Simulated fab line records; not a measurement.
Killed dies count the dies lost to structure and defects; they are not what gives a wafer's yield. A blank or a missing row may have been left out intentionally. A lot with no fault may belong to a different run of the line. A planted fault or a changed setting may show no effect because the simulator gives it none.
A lot that was struck, set against a sound lot ; flow gf180mcu ; 23 out of 602 route steps
Sound: wafers L889.1, L889.3, L889.4. Struck: wafers L896.2, L896.3, L896.5. The cause is named last.
Per side, at each step with rows, come the tool, then ch with its chambers, and then its first start. Under that, the readings that differ: sound wafers ; struck wafers ; difference of the means ; sigmas: that difference in standard deviations of wafers without a fault.
alike: readings whose means differ by less than 2 such deviations, and words and numbers that are the same on both sides. not compared: withheld readings, readings that some wafer has no value for, bounds like >300 that may hide the same value, and numbers for which the record gives no deviation and whose values overlap.
A row with sigmas, a row that says differs or no value, or rows on one side alone: a step with any of these is where the two part. Non-overlapping numbers with no deviation appear without sigmas and do not part them. A reading that every wafer of one side lacks parts them only if that side has two wafers or more.

first, 1 step without rows for these wafers: GF_POLY_GATE_DEVELOP_09 (develop time 60 s).
GF_POLY_GATE_CD_MEAS_10 targets a cd of 280 nm.
  sound on cd-sem-02 at day 9 22:07; struck on cd-sem-01 at day 11 20:14
  alike: cd-nm
GF_POLY_GATE_OVL_MEAS_11:
  sound on overlay-02 at day 9 22:14; struck on overlay-02 at day 11 20:20
  alike: POLY_GATE_OVL
GF_POLY_GATE_ETCH_12: etches BARC in N2/H2.
  sound on rie-diel-04 ch 1,2,3, day 9 22:16; struck on rie-diel-01 ch 0,1,2, day 11 20:22
reading;sound;struck;difference;sigmas
throttle-valve-pct (%);13.226 13.221 13.236;13.210 13.205 13.203;-0.022;-2
  alike: drypump-motor-current-A, h2-flow-sccm, oes-product-au
GF_POLY_GATE_ETCH_13: etches poly-Si in HBr/Cl2, stops on SiO2, target depth 198.5 nm, time 69.6 s.
  sound on rie-si-01 ch 1,2, day 9 22:19; struck on rie-si-01 ch 0,1,2, day 11 20:25
  alike: drypump-motor-current-A, oes-product-au, throttle-valve-pct
  not compared: rf-hours-counter-h
GF_POLY_GATE_STRIP_14: strips in O2/N2.
  sound on plasma-asher-04 ch 0,1, day 9 22:22; struck on plasma-asher-03 ch 0,1, day 11 20:28
reading;sound;struck;difference;sigmas
drypump-motor-current-A (A);6.2 6.2 6.2;5.3 6.1 5.2;-0.7;-2
  alike: heater-power-w, oes-product-au
  not compared: rf-hours-counter-h
then, 2 steps without rows for these wafers: GF_POLY_GATE_CLEAN_15 (cleans in SC1/SC2, time 150 s); GF_POLY_GATE_OXIDATION_16 (stabilise 600 s, purge 300 s, target thk 4 nm).
GF_POLY_GATE_THK_MEAS_17:
  sound on film-metro-03 at day 9 23:46; struck on film-metro-02 at day 12 01:37
reading;sound;struck;difference;sigmas
POLY_GATE_OXIDATION_THK (nm);4.06 4.12 4.06;3.82 3.83 3.89;-0.23;-3
GF_POLY_GATE_CD_MEAS_18:
  sound on cd-sem-02 at day 9 23:50; struck on cd-sem-01 at day 12 01:41
  alike: cd-nm
then, 2 steps without rows for these wafers: GF_HV_LDD_DEHYDRATE_00 (time 60 s); GF_HV_LDD_HMDS_01 (prime time 60 s).
GF_HV_LDD_COAT_02: resist thk 1000 nm.
  sound on litho-track-04 ch 0, day 10 08:10; struck on litho-track-01 ch 0, day 12 10:42
reading;sound;struck;difference;sigmas
model.NOVOLAK_of_HV_LDD_COAT_02.thk-nm (nm);1002 1001 999.9;1041 1042 1040;+40;
then, 3 steps without rows for these wafers: GF_HV_LDD_SOFTBAKE_03 (time 60 s); GF_HV_LDD_EXPOSE_04 (exposes mask Nplus LV AREA, target cd 400 nm); GF_HV_LDD_PEB_05.
GF_HV_LDD_DEVELOP_06: develop time 60 s.
  sound on litho-track-04 ch 0, day 10 17:40; struck on litho-track-01 ch 0, day 12 19:54
reading;sound;struck;difference;sigmas
model.NOVOLAK_of_HV_LDD_COAT_02.thk-nm (nm);1002 1001 999.5;1040 1041 1040;+39;
GF_HV_LDD_CD_MEAS_07 targets a cd of 400 nm.
  sound on cd-sem-02 at day 10 17:49; struck on cd-sem-02 at day 12 20:03
  alike: cd-nm
GF_HV_LDD_OVL_MEAS_08:
  sound on overlay-02 at day 10 17:56; struck on overlay-02 at day 12 20:09
  alike: HV_LDD_OVL
next, for these wafers, 1 step has no rows: GF_HV_LDD_IMPLANT_09.
GF_HV_LDD_STRIP_10: strips in O2/N2.
  sound on plasma-asher-02 ch 0,1, day 10 18:07; struck on plasma-asher-04 ch 0,1, day 12 20:20
reading;sound;struck;difference;sigmas
strip-time-to-endpoint-s (s);12.64 12.63 12.62;13.02 13.05 13.04;+0.41;+12
  alike: drypump-motor-current-A, heater-power-w, oes-product-au
  not compared: rf-hours-counter-h
GF_HV_LDD_TW_MEAS_11:
  sound on film-metro-02 at day 10 18:13; struck on film-metro-02 at day 12 20:26
  alike: HV_LDD_TW
-- the record jumps here: 19 days lie between the struck wafers' starts before and after (it left off in module HV_LDD and takes up again in module PASSIVATION, whose first step shown is number 602 of the route) --
GF_PASSIVATION_PROBE_99:
  rows exist in the record for the struck wafers here (prober-01, day 31 17:44), but not for the sound ones

## WHERE THEY PART
Last at GF_PASSIVATION_PROBE_99 as far as this record goes, first at GF_POLY_GATE_ETCH_12.

WHY: whatever the simulator had introduced
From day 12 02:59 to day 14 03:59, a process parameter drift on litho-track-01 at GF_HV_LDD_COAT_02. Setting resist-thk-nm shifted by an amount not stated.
